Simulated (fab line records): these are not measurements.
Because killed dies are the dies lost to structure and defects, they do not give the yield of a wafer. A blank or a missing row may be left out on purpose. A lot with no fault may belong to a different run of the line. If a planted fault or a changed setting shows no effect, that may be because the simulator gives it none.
fab line records | flow gf180mcu
record lots=5 wafers=15 last-day=33
route steps=602 shown M1@331 V1@335 M2@362
lots untouched by any fault: they come from a run of this same line in which no faults occurred
start-h: start of the lot's first displayed wafer, in hours after the record's first day | wait-h: how many hours have passed since the lot's step before this one | " as in the row above | L1.1+2: a single row standing in for several wafers | - no value, or no start was given | * or withheld: withheld | < > ~ a bound
route shown NAME@n: a module of which the file shows steps, and the number in the route of the first | usual: the fault-free wafers' mean and standard deviation | same: alike in all rows | chamber/n: place in a boat | sites: each site's reading | _std_site: standard deviation across them | _edge_site: mean of outer sites minus mean of inner sites | radius-mm: for every site, how far away it sits from the centre of the wafer | mask NAME#n: copy n | behind: the most recent tool/chamber to have shaped the wafer | hold: what put the lot on hold/how long, in hours/how the hold closed | device: names the non-switching transistor (n, p or np) | end of line: tests run on the same wafers once the route is complete | step lacking rows: just its recipe | killed: count of dies lost to structure and defects at first sort (not the wafer's yield) | map: a wafer's dies, marking killed ones x, the rest . and places with no die _
set.NAME: the setting as run; set.NAME@STEP: as run at that earlier step | model.NAME: the simulator's own value behind a step, which no gauge read
a table for each step, a row for each wafer; lots at some steps of the route
services: when a tool's chamber went out of use (start-h, in hours from the record's first day, below 0 if earlier), for how many hours, and the reason
## steps
# step GF_M1_METAL_ETCH_16
# recipe chemistry=Cl2/BCl3 mask-material=KrF target-depth-nm=750.8 stop-on=SiO2 pressure-mtorr=8 icp-w=800 bias-w=140 Cl2_flow_sccm=80 bcl3-flow-sccm=40 time-s=125.1
# usual drypump-motor-current-A=5.7/0.34 he-backside-leak-sccm=3.3/0.47 oes-product-au=0.991/0.0062 throttle-valve-pct=28.229/0.01
# columns lot.wafer tool chamber start-h wait-h drypump-motor-current-A he-backside-leak-sccm oes-product-au rf-hours-counter-h throttle-valve-pct
L077.2 rie-metal-02 0 416.74 0.0 5.5 3.5 0.988 4 28.221
L077.3 " 1 " " 5.4 3.5 0.998 - 28.230
L077.4 " 0 " " 5.5 3.4 0.992 - 28.233
L080.1 rie-metal-04 1 445.92 0.0 6.1 3.5 0.986 9 28.248
L080.4 " 0 " " 5.5 3.1 1.002 - 28.216
L080.6 " 1 " " 6.1 3.4 0.980 - 28.232
L084.1 rie-metal-02 1 486.24 0.0 5.5 3.3 0.995 12 28.219
L084.2 " 0 " " 5.5 3.3 0.996 6 28.237
L084.5 " 1 " " 5.4 3.5 0.992 - 28.212
L089.1 rie-metal-02 0 523.64 0.0 5.5 3.3 0.981 7 28.232
L089.2 " 0 " " 5.5 3.2 0.986 - 28.232
L089.3 " 0 " " 5.5 3.3 0.989 - 28.221
L090.1 rie-metal-04 0 535.52 0.0 5.5 3.2 0.984 8 28.237
L090.3 " 0 " " 5.5 3.1 0.996 - 28.217
L090.4 " 1 " " 6.1 2.8 0.988 - 28.233
# step GF_M1_STRIP_17
# recipe chemistry=O2/N2 power-w=1400 pressure-mtorr=1500 platen-temp-c=250 o2-flow-sccm=3000 n2-flow-sccm=300 overash-fraction=0.5
# usual drypump-motor-current-A=5.7/0.49 heater-power-w=344/18 n2-flow-sccm=300.1/0.93 oes-product-au=0.536/0.0051 strip-time-to-endpoint-s=7.37/0.055
# columns lot.wafer tool chamber start-h wait-h drypump-motor-current-A heater-power-w n2-flow-sccm oes-product-au rf-hours-counter-h strip-time-to-endpoint-s
L077.2 plasma-asher-01 1 416.87 0.1 6.3 349 300.0 0.540 77 7.37
L077.3 " 1 " " 6.3 352 300.4 0.535 - 7.34
L077.4 " 0 " " 5.3 351 300.8 0.535 - 7.38
L080.1 plasma-asher-01 1 446.05 0.1 6.3 352 301.4 0.536 81 7.34
L080.4 " 1 " " 6.3 342 302.0 0.529 - 7.32
L080.6 " 0 " " 5.3 353 300.0 0.533 - 7.37
L084.1 plasma-asher-03 0 486.37 0.1 5.3 344 299.5 0.536 6 7.27
L084.2 " 1 " " 5.4 318 299.0 0.537 6 7.37
L084.5 " 0 " " 5.3 344 298.9 0.528 - 7.27
L089.1 plasma-asher-04 0 523.90 0.2 5.6 314 299.7 0.531 42 7.37
L089.2 " 1 " " 6.5 378 299.5 0.539 42 7.38
L089.3 " 0 " " 5.6 317 302.0 0.536 - 7.37
L090.1 plasma-asher-03 0 535.65 0.1 5.3 334 301.4 0.531 11 7.33
L090.3 " 1 " " 5.4 324 300.8 0.529 - 7.31
L090.4 " 0 " " 5.3 343 299.5 0.540 - 7.43
# step GF_M1_STRIP_18
# recipe chemistry=post-etch-residue-remover time-s=1200 temp-c=72.5
# columns lot.wafer tool chamber start-h wait-h
L077.2+3+4 wet-bench-03 1 416.97 0.1
L080.1+4+6 wet-bench-03 0 446.15 0.1
L084.1+2+5 wet-bench-03 1 486.47 0.1
L089.1+2+3 wet-bench-04 0 524.00 0.1
L090.1+3+4 wet-bench-03 3 535.75 0.1
# step GF_M1_CLEAN_19
# recipe chemistry=DIW dry=n2-spin
# columns lot.wafer tool chamber start-h wait-h
L077.2+3+4 wet-bench-04 2 417.35 0.0
L080.1+4+6 wet-bench-04 0 446.49 0.0
L084.1+2+5 wet-bench-01 2 486.84 0.0
L089.1+2+3 wet-bench-04 0 524.37 0.0
L090.1+3+4 wet-bench-04 1 536.09 0.0
# step GF_V1_CVD_00
# recipe material=SiO2 target-thk-nm=600 sigma-open-frac=0.3 temp-c=400 time-s=100 sih4-flow-sccm=60 pressure-mtorr=6
# columns lot.wafer tool chamber start-h wait-h
L077.2+3+4 hdpcvd-01 2,0,2 417.44 0.0
L080.1+4+6 hdpcvd-02 2,2,1 446.58 0.0
L084.1+2+5 hdpcvd-01 1,0,0 486.94 0.0
L089.1+2+3 hdpcvd-02 0,1,2 524.47 0.0
L090.1+3+4 hdpcvd-02 1,0,2 536.19 0.0
# step GF_V1_THK_MEAS_01
# recipe reads=SiO2_of_V1_CVD_00
# usual V1_CVD_00_THK=602/6.4
# columns lot.wafer tool chamber start-h wait-h V1_CVD_00_THK[nm]
L077.2 film-metro-03 - 417.52 0.0 600
L077.3 " - " " 594
L077.4 " - " " 598
L080.1 film-metro-03 - 446.65 0.0 602
L080.4 " - " " 603
L080.6 " - " " 611
L084.1 film-metro-04 - 487.01 0.0 602
L084.2 " - " " 592
L084.5 " - " " 597
L089.1 film-metro-02 - 524.54 0.0 608
L089.2 " - " " 605
L089.3 " - " " 601
L090.1 film-metro-03 - 536.26 0.0 607
L090.3 " - " " 598
L090.4 " - " " 606
# step GF_V1_CVD_02
# recipe material=SiO2 target-thk-nm=850 precursor=TEOS temp-c=400 time-s=94.851 rf-w=600
# usual heater-power-w=684/110
# columns lot.wafer tool chamber start-h wait-h heater-power-w
L077.2 pecvd-02 2 417.57 0.0 803
L077.3 " 1 " " 764
L077.4 " 0 " " 774
L080.1 pecvd-04 2 446.71 0.1 657
L080.4 " 2 " " 674
L080.6 " 0 " " 745
L084.1 pecvd-04 1 487.07 0.1 518
L084.2 " 0 " " 745
L084.5 " 1 " " 456
L089.1 pecvd-04 1 524.60 0.1 422
L089.2 " 0 " " 664
L089.3 " 2 " " 641
L090.1 pecvd-01 2 536.32 0.1 699
L090.3 " 1 " " 519
L090.4 " 2 " " 758
# step GF_V1_THK_MEAS_03
# recipe reads=SiO2_of_V1_CVD_02
# usual V1_CVD_02_THK=846/13
# columns lot.wafer tool chamber start-h wait-h V1_CVD_02_THK[nm]
L077.2 film-metro-04 - 417.65 0.0 851
L077.3 " - " " 836
L077.4 " - " " 834
L080.1 film-metro-02 - 446.78 0.0 832
L080.4 " - " " 844
L080.6 " - " " 825
L084.1 film-metro-03 - 487.17 0.1 852
L084.2 " - " " 823
L084.5 " - " " 860
L089.1 film-metro-03 - 524.67 0.0 860
L089.2 " - " " 838
L089.3 " - " " 844
L090.1 film-metro-02 - 536.42 0.1 839
L090.3 " - " " 855
L090.4 " - " " 857
# step GF_V1_CMP_04
# recipe material=SiO2 down-force-psi=4 platen-rpm=60 pad-velocity-m-s=0.94248
# usual edge-zone-pressure-frac=1.000/0.0053 motor-current-A=11.8/0.92 time-to-endpoint-s=77/6.1
# columns lot.wafer tool chamber start-h wait-h edge-zone-pressure-frac motor-current-A time-to-endpoint-s
L077.2 cmp-01 3 417.70 0.0 1.006 11.2 73
L077.3 " 0 " " 0.993 11.5 70
L077.4 " 1 " " 1.001 13.2 72
L080.4 cmp-02 2 446.89 0.1 1.003 12.4 75
L080.1 " 0 " " 1.004 11.3 70
L080.6 " 1 " " 0.993 12.0 68
L084.2 cmp-01 3 487.33 0.1 0.999 11.0 68
L084.1 " 0 " " 0.997 12.2 77
L084.5 " 2 " " 1.004 13.1 80
L089.3 cmp-01 1 524.73 0.0 1.006 11.8 77
L089.2 " 2 " " 0.998 13.2 75
L089.1 " 3 " " 0.998 10.8 78
L090.3 cmp-01 3 536.53 0.1 1.014 11.0 79
L090.1 " 0 " " 1.008 11.4 75
L090.4 " 1 " " 0.993 11.8 82
# step GF_V1_BOW_MEAS_05
# recipe mode=bow
# usual V1_BOW=84/7.6
# columns lot.wafer tool chamber start-h wait-h V1_BOW[um]
L077.2 film-metro-04 - 418.02 0.3 80
L077.3 " - " " 89
L077.4 " - " " 78
L080.1 film-metro-03 - 447.14 0.1 85
L080.4 " - " " 86
L080.6 " - " " 102
L084.1 film-metro-02 - 487.53 0.1 86
L084.2 " - " " 82
L084.5 " - " " 87
L089.1 film-metro-02 - 525.03 0.1 80
L089.2 " - " " 59
L089.3 " - " " 88
L090.1 film-metro-02 - 536.78 0.1 75
L090.3 " - " " 77
L090.4 " - " " 84
# step GF_V1_DEHYDRATE_06
# recipe temp-c=200 time-s=60
# columns lot.wafer tool chamber start-h wait-h
L077.2+3+4 litho-track-04 0 429.81 11.8
L080.1+4+6 litho-track-01 0 458.82 11.7
L084.1+2+5 litho-track-01 0 499.57 12.0
L089.1+2+3 litho-track-02 0 535.38 10.3
L090.1+3+4 litho-track-04 0 548.08 11.3
# step GF_V1_HMDS_07
# recipe prime-time-s=60 prime-temp-c=120
# columns lot.wafer tool chamber start-h wait-h
L077.2+3+4 litho-track-04 0 429.96 0.1
L080.1+4+6 litho-track-01 0 458.97 0.1
L084.1+2+5 litho-track-01 0 499.72 0.1
L089.1+2+3 litho-track-02 0 535.53 0.1
L090.1+3+4 litho-track-04 0 548.23 0.1
# step GF_V1_COAT_08
# recipe resist=BARC temp-c=withheld time-s=withheld spin-rpm=withheld resist-thk-nm=withheld
# columns lot.wafer tool chamber start-h wait-h
L077.2+3+4 litho-track-04 0 430.11 0.1
L080.1+4+6 litho-track-01 0 459.12 0.1
L084.1+2+5 litho-track-01 0 499.87 0.1
L089.1+2+3 litho-track-02 0 535.68 0.1
L090.1+3+4 litho-track-04 0 548.38 0.1
# step GF_V1_COAT_09
# recipe resist=KrF spin-rpm=withheld resist-thk-nm=1000
# columns lot.wafer tool chamber start-h wait-h
L077.2+3+4 litho-track-04 0 - -
L080.1+4+6 litho-track-01 0 - -
L084.1+2+5 litho-track-01 0 - -
L089.1+2+3 litho-track-02 0 - -
L090.1+3+4 litho-track-04 0 - -
# step GF_V1_SOFTBAKE_10
# recipe temp-c=130 time-s=60 resist=KrF
# columns lot.wafer tool chamber start-h wait-h
L077.2+3+4 litho-track-04 0 - -
L080.1+4+6 litho-track-01 0 - -
L084.1+2+5 litho-track-01 0 - -
L089.1+2+3 litho-track-02 0 - -
L090.1+3+4 litho-track-04 0 - -
# step GF_V1_EXPOSE_11
# recipe mask-id=Via1 target-cd-nm=260 na=0.68 source-shape=conventional sigma-outer=0.6 dose-mj=38
# columns lot.wafer tool chamber start-h wait-h mask
L077.2+3+4 krf-scanner-02 0 - - Via1#0
L080.1+4+6 krf-scanner-01 0 - - Via1#0
L084.1+2+5 krf-scanner-02 0 - - Via1#0
L089.1+2+3 krf-scanner-01 0 - - Via1#0
L090.1+3+4 krf-scanner-02 0 - - Via1#0
# step GF_V1_PEB_12
# recipe peb-temp-c=135 peb-time-s=90 resist=KrF
# same peb-time-s=90
# columns lot.wafer tool chamber start-h wait-h
L077.2+3+4 litho-track-02 0 - -
L080.1+4+6 litho-track-02 0 - -
L084.1+2+5 litho-track-02 0 - -
L089.1+2+3 litho-track-01 0 - -
L090.1+3+4 litho-track-01 0 - -
# step GF_V1_DEVELOP_13
# recipe develop-time-s=60 resist=KrF dev-temp-c=21
# same develop-time-s=60
# columns lot.wafer tool chamber start-h wait-h
L077.2+3+4 litho-track-02 0 442.25 0.2
L080.1+4+6 litho-track-02 0 471.58 0.2
L084.1+2+5 litho-track-02 0 511.48 0.2
L089.1+2+3 litho-track-01 0 547.57 0.2
L090.1+3+4 litho-track-01 0 559.47 0.2
# step GF_V1_CD_MEAS_14
# recipe target-cd-nm=260
# usual cd-nm=259.6/1.4
# columns lot.wafer tool chamber start-h wait-h cd-nm
L077.2 cd-sem-02 - 442.40 0.1 259.0
L077.3 " - " " 260.2
L077.4 " - " " 259.6
L080.1 cd-sem-01 - 471.73 0.1 259.2
L080.4 " - " " 260.1
L080.6 " - " " 259.8
L084.1 cd-sem-02 - 511.63 0.1 257.0
L084.2 " - " " 257.1
L084.5 " - " " 257.6
L089.1 cd-sem-01 - 547.72 0.1 259.3
L089.2 " - " " 258.6
L089.3 " - " " 260.0
L090.1 cd-sem-01 - 559.62 0.1 258.8
L090.3 " - " " 258.8
L090.4 " - " " 258.3
# step GF_V1_OVL_MEAS_15
# usual V1_OVL=4/5.6
# columns lot.wafer tool chamber start-h wait-h V1_OVL[nm]
L077.2 overlay-01 - 442.50 0.1 11
L077.3 " - " " 5
L077.4 " - " " 8
L080.1 overlay-02 - 471.85 0.1 -8
L080.4 " - " " -5
L080.6 " - " " -9
L084.1 overlay-01 - 511.75 0.1 -2
L084.2 " - " " 3
L084.5 " - " " -3
L089.1 overlay-01 - 547.84 0.1 6
L089.2 " - " " 2
L089.3 " - " " 6
L090.1 overlay-02 - 559.74 0.1 9
L090.3 " - " " -4
L090.4 " - " " -1
# step GF_V1_ETCH_16
# recipe chemistry=N2/H2 target-depth-a=withheld overetch-a=withheld time-s=withheld target=BARC ion-energy-ev=200 source-w=500 bias-w=100 pressure-mtorr=30 n2-flow-sccm=100 h2-flow-sccm=200
# usual drypump-motor-current-A=5.6/0.38 h2-flow-sccm=200.0/0.67 n2-flow-sccm=100.01/0.3 oes-product-au=0.856/0.0045 throttle-valve-pct=13.227/0.0095
# columns lot.wafer tool chamber start-h wait-h drypump-motor-current-A h2-flow-sccm n2-flow-sccm oes-product-au throttle-valve-pct
L077.2 rie-diel-02 2 442.53 0.0 5.2 199.9 99.94 0.851 13.228
L077.3 " 1 " " 6.1 199.9 99.73 0.855 13.232
L077.4 " 3 " " 5.8 200.0 99.53 0.859 13.218
L080.1 rie-diel-04 0 471.88 0.0 6.3 200.7 99.84 0.850 13.253
L080.4 " 1 " " 5.1 199.8 100.76 0.853 13.227
L080.6 " 0 " " 6.2 199.7 99.93 0.851 13.217
L084.1 rie-diel-03 2 511.78 0.0 5.8 200.4 99.58 0.851 13.234
L084.2 " 1 " " 5.5 200.0 99.80 0.862 13.214
L084.5 " 2 " " 5.8 200.8 99.91 0.853 13.233
L089.1 rie-diel-03 0 547.88 0.0 5.7 199.3 99.68 0.858 13.232
L089.2 " 2 " " 5.8 200.5 100.22 0.858 13.218
L089.3 " 1 " " 5.5 199.4 100.33 0.861 13.228
L090.1 rie-diel-04 3 559.78 0.0 5.9 199.8 100.43 0.854 13.213
L090.3 " 1 " " 5.1 199.7 99.85 0.855 13.236
L090.4 " 0 " " 6.3 199.6 99.99 0.857 13.233
# step GF_V1_ETCH_17
# recipe chemistry=C4F8/O2/Ar mask-material=KrF target=SiO2 stop-on=TiN source-w=1500 bias-w=1200 pressure-mtorr=40 c4f8-flow-sccm=withheld O2_flow_sccm=6 Ar_flow_sccm=300 time-s=withheld target-depth-a=6300
# usual oes-product-au=0.856/0.0046
# columns lot.wafer tool chamber start-h wait-h oes-product-au
L077.2 rie-diel-02 2 - - 0.855
L077.3 " 1 " " 0.860
L077.4 " 3 " " 0.858
L080.1 rie-diel-04 0 - - 0.855
L080.4 " 1 " " 0.857
L080.6 " 0 " " 0.857
L084.1 rie-diel-03 2 - - 0.854
L084.2 " 1 " " 0.854
L084.5 " 2 " " 0.846
L089.1 rie-diel-03 0 - - 0.853
L089.2 " 2 " " 0.858
L089.3 " 1 " " 0.849
L090.1 rie-diel-04 3 - - 0.855
L090.3 " 1 " " 0.853
L090.4 " 0 " " 0.851
# step GF_V1_STRIP_18
# recipe chemistry=O2/N2 power-w=1400 pressure-mtorr=1500 platen-temp-c=250 o2-flow-sccm=3000 n2-flow-sccm=300 overash-fraction=0.5
# usual drypump-motor-current-A=5.9/0.41 heater-power-w=332/28 n2-flow-sccm=300.0/0.91 oes-product-au=0.592/0.0046
# columns lot.wafer tool chamber start-h wait-h drypump-motor-current-A heater-power-w n2-flow-sccm oes-product-au rf-hours-counter-h
L077.2 plasma-asher-04 0 442.66 - 5.6 311 300.6 0.583 34
L077.3 " 1 " " 6.5 378 300.4 0.593 -
L077.4 " 0 " " 5.6 312 301.7 0.598 -
L080.1 plasma-asher-02 0 472.01 - 6.3 324 301.1 0.591 69
L080.4 " 0 " " 6.3 319 301.0 0.591 -
L080.6 " 1 " " 5.7 300 300.6 0.594 -
L084.1 plasma-asher-02 0 511.91 - 6.3 316 301.2 0.595 73
L084.2 " 1 " " 5.7 292 299.8 0.589 73
L084.5 " 0 " " 6.3 311 300.5 0.588 -
L089.1 plasma-asher-01 0 548.00 - 5.3 351 301.2 0.595 91
L089.2 " 1 " " 6.3 346 299.2 0.591 91
L089.3 " 1 " " 6.3 345 299.7 0.590 -
L090.1 plasma-asher-04 1 559.90 - 6.5 388 300.1 0.595 46
L090.3 " 0 " " 5.6 308 299.3 0.600 -
L090.4 " 1 " " 6.5 380 299.8 0.591 -
# step GF_V1_STRIP_19
# recipe chemistry=post-etch-residue-remover time-s=1200 temp-c=72.5
# columns lot.wafer tool chamber start-h wait-h
L077.2+3+4 wet-bench-04 3 442.76 0.1
L080.1+4+6 wet-bench-04 3 472.11 0.1
L084.1+2+5 wet-bench-04 1 512.01 0.1
L089.1+2+3 wet-bench-04 1 548.10 0.1
L090.1+3+4 wet-bench-04 3 560.00 0.1
# step GF_V1_CLEAN_20
# recipe chemistry=DIW dry=n2-spin
# columns lot.wafer tool chamber start-h wait-h
L077.2+3+4 wet-bench-03 2 443.10 0.0
L080.1+4+6 wet-bench-02 2 472.45 0.0
L084.1+2+5 wet-bench-04 3 512.38 0.0
L089.1+2+3 wet-bench-02 2 548.45 0.0
L090.1+3+4 wet-bench-02 2 560.35 0.0
# step GF_V1_SPUTTER_21
# recipe material=Ti target-thk-nm=15 chamber-pressure-pa=5 power-w=2500 substrate-temp-c=200 time-s=80.02
# usual throttle-valve-pct=30.1/0.69
# columns lot.wafer tool chamber start-h wait-h throttle-valve-pct
L077.2 pvd-sputter-03 - 443.20 0.0 29.6
L077.3 " - " " 30.8
L077.4 " - " " 29.4
L080.1 pvd-sputter-03 - 472.55 0.0 30.6
L080.4 " - " " 29.3
L080.6 " - " " 29.1
L084.1 pvd-sputter-03 - 512.48 0.0 30.8
L084.2 " - " " 30.5
L084.5 " - " " 30.5
L089.1 pvd-sputter-03 - 548.63 0.0 29.2
L089.2 " - " " 30.8
L089.3 " - " " 29.7
L090.1 pvd-sputter-02 - 560.53 0.0 29.0
L090.3 " - " " 30.2
L090.4 " - " " 30.2
# step GF_V1_SPUTTER_22
# recipe material=TiN target-thk-nm=10 chamber-pressure-pa=5 power-w=4000 time-s=40
# usual throttle-valve-pct=30.1/0.72
# columns lot.wafer tool chamber start-h wait-h throttle-valve-pct
L077.2 pvd-sputter-03 - 443.26 0.0 29.6
L077.3 " - " " 30.9
L077.4 " - " " 29.3
L080.1 pvd-sputter-03 - 472.61 0.0 31.1
L080.4 " - " " 29.1
L080.6 " - " " 29.3
L084.1 pvd-sputter-03 - 512.54 0.0 30.5
L084.2 " - " " 30.4
L084.5 " - " " 30.7
L089.1 pvd-sputter-03 - 548.69 0.0 28.7
L089.2 " - " " 30.4
L089.3 " - " " 29.9
L090.1 pvd-sputter-02 - 560.59 0.0 29.1
L090.3 " - " " 30.3
L090.4 " - " " 30.1
# step GF_V1_CVD_23
# recipe material=W target-thk-nm=350 time-s=105.05 temp-c=400 pressure-torr=40
# usual chamber-pressure-Torr=40.00/0.083 heater-power-w=814/86
# columns lot.wafer tool chamber start-h wait-h chamber-pressure-Torr heater-power-w
L077.2 cvd-w-02 0 443.30 0.0 39.84 765
L077.3 " 0 " " 40.08 750
L077.4 " 1 " " 40.07 774
L080.1 cvd-w-01 0 472.65 0.0 40.10 939
L080.4 " 1 " " 39.94 771
L080.6 " 1 " " 39.98 713
L084.1 cvd-w-01 0 512.58 0.0 39.96 943
L084.2 " 1 " " 40.03 768
L084.5 " 0 " " 40.09 938
L089.1 cvd-w-02 0 548.73 0.0 39.98 752
L089.2 " 1 " " 39.95 772
L089.3 " 0 " " 40.11 755
L090.1 cvd-w-02 0 560.63 0.0 40.06 752
L090.3 " 1 " " 40.07 797
L090.4 " 0 " " 40.06 731
# step GF_V1_RS_MEAS_24
# recipe thk-meas-gauge=four-point-probe reads=W_of_V1_CVD_23+TiN_of_V1_SPUTTER_22+Ti_of_V1_SPUTTER_21
# usual V1_W_RS=0.328/0.004
# columns lot.wafer tool chamber start-h wait-h V1_W_RS[ohm/sq]
L077.2 film-metro-02 - 443.43 0.1 0.326
L077.3 " - " " 0.329
L077.4 " - " " 0.336
L080.1 film-metro-04 - 472.77 0.1 0.326
L080.4 " - " " 0.329
L080.6 " - " " 0.328
L084.1 film-metro-02 - 512.70 0.1 0.329
L084.2 " - " " 0.325
L084.5 " - " " 0.329
L089.1 film-metro-02 - 548.84 0.1 0.326
L089.2 " - " " 0.334
L089.3 " - " " 0.326
L090.1 film-metro-02 - 560.74 0.1 0.330
L090.3 " - " " 0.333
L090.4 " - " " 0.326
# step GF_V1_THK_MEAS_25
# recipe thk-meas-gauge=xrf reads=W_of_V1_CVD_23
# usual V1_W_THK=344/5.2
# columns lot.wafer tool chamber start-h wait-h V1_W_THK[nm]
L077.2 film-metro-02 - 443.54 0.1 345
L077.3 " - " " 343
L077.4 " - " " 336
L080.1 film-metro-04 - 472.89 0.1 344
L080.4 " - " " 342
L080.6 " - " " 346
L084.1 film-metro-02 - 512.82 0.1 341
L084.2 " - " " 344
L084.5 " - " " 341
L089.1 film-metro-02 - 548.96 0.1 344
L089.2 " - " " 335
L089.3 " - " " 342
L090.1 film-metro-02 - 560.86 0.1 339
L090.3 " - " " 335
L090.4 " - " " 342
# step GF_V1_CMP_26
# recipe stop-on=SiO2 down-force-psi=3.5 platen-rpm=60 t-overpolish-s=15 target-thk-nm=0 pad-velocity-m-s=0.94248
# usual edge-zone-pressure-frac=1.000/0.0045 motor-current-A=10.8/0.77 overpolish-run-s=15.000/0.0092 time-to-endpoint-s=84.5/2.8
# columns lot.wafer tool chamber start-h wait-h edge-zone-pressure-frac motor-current-A overpolish-run-s time-to-endpoint-s
L077.2 cmp-01 0 443.59 0.0 0.998 10.7 14.998 86.1
L077.4 " 2 " " 0.986 11.6 14.996 85.4
L077.3 " 3 " " 0.997 9.8 15.023 80.4
L080.1 cmp-01 0 473.00 0.1 1.000 11.4 15.005 82.3
L080.4 " 1 " " 1.000 11.5 14.993 84.2
L080.6 " 0 " " 0.994 10.9 15.012 84.8
L084.1 cmp-02 0 512.93 0.1 0.997 9.7 14.999 84.7
L084.2 " 2 " " 0.997 11.6 14.991 88.1
L084.5 " 0 " " 0.998 10.2 14.992 83.8
L089.3 cmp-01 1 549.02 0.0 1.004 11.0 14.994 88.9
L089.2 " 2 " " 0.990 11.4 15.011 83.3
L089.1 " 3 " " 1.004 9.8 15.008 85.6
L090.1 cmp-02 1 560.92 0.1 1.000 10.5 15.004 88.0
L090.3 " 2 " " 1.011 11.4 15.012 85.3
L090.4 " 3 " " 1.002 9.1 14.993 92.8
# step GF_M2_SPUTTER_00
# recipe material=Ti target-thk-nm=37.5 arriving-ion-energy-ev=80 substrate-temp-c=200 chamber-pressure-pa=2 power-w=4000 time-s=150
# usual throttle-valve-pct=29.9/0.66
# columns lot.wafer tool chamber start-h wait-h throttle-valve-pct
L077.2 pvd-sputter-01 - 443.89 0.2 29.4
L077.3 " - " " 29.5
L077.4 " - " " 29.7
L080.1 pvd-sputter-01 - 473.25 0.2 29.9
L080.4 " - " " 30.1
L080.6 " - " " 30.1
L084.1 pvd-sputter-04 - 513.18 0.2 30.2
L084.2 " - " " 30.6
L084.5 " - " " 30.2
L089.1 pvd-sputter-04 - 549.32 0.1 29.3
L089.2 " - " " 30.0
L089.3 " - " " 31.7
L090.1 pvd-sputter-01 - 561.22 0.2 29.5
L090.3 " - " " 29.3
L090.4 " - " " 30.3
# step GF_M2_SPUTTER_01
# recipe material=TiN target-thk-nm=30 power-w=6500 time-s=25 chamber-pressure-pa=0.4
# usual throttle-valve-pct=29.9/0.68
# columns lot.wafer tool chamber start-h wait-h throttle-valve-pct
L077.2 pvd-sputter-01 - 443.99 0.1 29.5
L077.3 " - " " 29.4
L077.4 " - " " 29.9
L080.1 pvd-sputter-01 - 473.35 0.1 30.1
L080.4 " - " " 30.2
L080.6 " - " " 30.3
L084.1 pvd-sputter-04 - 513.28 0.1 30.0
L084.2 " - " " 30.6
L084.5 " - " " 29.9
L089.1 pvd-sputter-04 - 549.42 0.1 29.0
L089.2 " - " " 30.4
L089.3 " - " " 31.9
L090.1 pvd-sputter-01 - 561.32 0.1 29.4
L090.3 " - " " 29.4
L090.4 " - " " 30.2
# step GF_M2_SPUTTER_02
# recipe material=AlCu target-thk-nm=450 power-w=10600 time-s=23.9 chamber-pressure-pa=0.4
# usual throttle-valve-pct=29.9/0.68
# columns lot.wafer tool chamber start-h wait-h throttle-valve-pct
L077.2 pvd-sputter-01 - 444.02 0.0 29.6
L077.3 " - " " 29.4
L077.4 " - " " 29.7
L080.1 pvd-sputter-01 - 473.38 0.0 29.9
L080.4 " - " " 30.1
L080.6 " - " " 30.5
L084.1 pvd-sputter-04 - 513.31 0.0 29.9
L084.2 " - " " 30.3
L084.5 " - " " 29.8
L089.1 pvd-sputter-04 - 549.45 0.0 29.1
L089.2 " - " " 30.2
L089.3 " - " " 31.8
L090.1 pvd-sputter-01 - 561.35 0.0 29.4
L090.3 " - " " 29.3
L090.4 " - " " 30.5
# step GF_M2_SPUTTER_03
# recipe material=Ti target-thk-nm=10 substrate-temp-c=300 chamber-pressure-pa=0.3 power-w=3000 time-s=6.7
# usual throttle-valve-pct=29.9/0.68
# columns lot.wafer tool chamber start-h wait-h throttle-valve-pct
L077.2 pvd-sputter-01 - 444.05 0.0 29.3
L077.3 " - " " 29.3
L077.4 " - " " 29.8
L080.1 pvd-sputter-01 - 473.41 0.0 29.8
L080.4 " - " " 30.3
L080.6 " - " " 30.4
L084.1 pvd-sputter-04 - 513.34 0.0 29.9
L084.2 " - " " 30.6
L084.5 " - " " 30.2
L089.1 pvd-sputter-04 - 549.48 0.0 29.2
L089.2 " - " " 30.2
L089.3 " - " " 31.6
L090.1 pvd-sputter-01 - 561.38 0.0 29.7
L090.3 " - " " 29.3
L090.4 " - " " 30.2
# step GF_M2_SPUTTER_04
# recipe material=TiN target-thk-nm=50 power-w=6500 time-s=41.7 chamber-pressure-pa=0.4
# usual throttle-valve-pct=29.9/0.68
# columns lot.wafer tool chamber start-h wait-h throttle-valve-pct
L077.2 pvd-sputter-01 - 444.07 0.0 29.5
L077.3 " - " " 29.3
L077.4 " - " " 29.8
L080.1 pvd-sputter-01 - 473.43 0.0 29.7
L080.4 " - " " 30.3
L080.6 " - " " 30.4
L084.1 pvd-sputter-04 - 513.36 0.0 29.9
L084.2 " - " " 30.4
L084.5 " - " " 30.3
L089.1 pvd-sputter-04 - 549.50 0.0 29.3
L089.2 " - " " 30.0
L089.3 " - " " 31.7
L090.1 pvd-sputter-01 - 561.40 0.0 29.2
L090.3 " - " " 29.1
L090.4 " - " " 30.3
# step GF_M2_RS_MEAS_05
# recipe thk-meas-gauge=four-point-probe reads=TiN_of_M2_SPUTTER_04+Ti_of_M2_SPUTTER_03+AlCu_of_M2_SPUTTER_02+TiN_of_M2_SPUTTER_01+Ti_of_M2_SPUTTER_00
# usual M2_ALCU_RS=0.0698/0.00084
# columns lot.wafer tool chamber start-h wait-h M2_ALCU_RS[ohm/sq]
L077.2 film-metro-01 - 444.13 0.0 0.0688
L077.3 " - " " 0.0685
L077.4 " - " " 0.0695
L080.1 film-metro-03 - 473.47 0.0 0.0700
L080.4 " - " " 0.0698
L080.6 " - " " 0.0702
L084.1 film-metro-02 - 513.40 0.0 0.0714
L084.2 " - " " 0.0704
L084.5 " - " " 0.0706
L089.1 film-metro-01 - 549.54 0.0 0.0706
L089.2 " - " " 0.0708
L089.3 " - " " 0.0698
L090.1 film-metro-02 - 561.44 0.0 0.0692
L090.3 " - " " 0.0686
L090.4 " - " " 0.0693
## services
# columns tool chamber start-h hours kind
hdpcvd-02 - 399.99 2.3 repair
cmp-02 - 404.14 4.0 pm
wet-bench-03 - 421.74 1.9 pm
hdpcvd-02 2 429.53 5.6 repair
rie-diel-04 1 431.32 8.0 repair
cvd-w-02 - 440.01 2.8 pm
cmp-01 - 452.62 0.2 repair
rie-diel-03 1 459.77 21.7 repair
cmp-01 - 462.24 1.6 repair
krf-scanner-02 - 464.99 0.8 pm
cmp-02 - 466.52 6.5 pm
pvd-sputter-04 - 468.70 5.2 repair
pvd-sputter-01 - 477.87 5.1 repair
rie-diel-04 - 479.34 14.6 pm
rie-diel-03 - 481.73 0.3 repair
krf-scanner-02 - 483.62 0.8 repair
pecvd-04 2 485.10 5.3 repair
pvd-sputter-04 - 491.37 1.8 repair
pecvd-04 - 499.30 1.7 repair
cmp-02 - 500.81 3.5 repair
rie-metal-02 - 511.00 2.8 pm
wet-bench-03 - 513.71 11.0 repair
pvd-sputter-03 - 515.90 1.9 repair
pvd-sputter-01 - 558.45 2.4 repair
## key
fault none
